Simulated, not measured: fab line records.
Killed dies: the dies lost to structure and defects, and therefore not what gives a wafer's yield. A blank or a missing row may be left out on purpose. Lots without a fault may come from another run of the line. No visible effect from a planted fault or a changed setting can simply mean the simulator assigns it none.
Matching of chambers + flow gf180mcu + GF_V4_CMP_04 on cmp-01: 4 sister chambers
The step polishes SiO2. 4 wafers are shown with their chamber, then 7 later ones without.

WAFERS, EACH WITH ITS CHAMBER
| wafer  | chamber | motor_current_A (A) |
|--------|---------|---------------------|
| L480.6 | 2       | 13.3                |
| L482.5 | 3       | 11.9                |
| L491.1 | 0       | 11.1                |
| L491.2 | 1       | 11.2                |

WAFERS MISSING THEIR CHAMBER
| wafer  | motor_current_A (A) |
|--------|---------------------|
| L491.6 | 11.6                |
| L492.4 | 13.1                |
| L492.5 | 11.3                |
| L492.6 | 11.1                |
| L496.2 | 12.4                |
| L496.5 | 13.0                |
| L496.6 | 12.2                |

WHICH CHAMBER EACH WENT THROUGH
| wafer  | from the rows above          | in truth |
|--------|------------------------------|----------|
| L491.6 | can't be placed: 3 or 1 or 0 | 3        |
| L492.4 | 2                            | 2        |
| L492.5 | can't be placed: 1 or 0 or 3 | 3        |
| L492.6 | can't be placed: 0 or 1      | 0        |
| L496.2 | can't be placed: 3 or 2      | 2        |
| L496.5 | 2                            | 2        |
| L496.6 | 3                            | 3        |
Correct placement for 3 of the 7. From these rows, 4 cannot be placed; in 4 the true chamber is one of the candidates. 0 placed wrongly.
How it was worked out, from the rows above alone: a wafer's distance from a chamber is the root of the sum, over the readings, of the square of ((its reading less the chamber's mean) divided by the reading's scatter). The wafer belongs to the nearest chamber; if the next one is less than 2 further off, it can't be placed. The mean given for a chamber averages the wafers shown for that chamber. The scatter: with one shown wafer a chamber, the root of the mean of the squares of how far each hidden wafer lies from its nearest shown one.
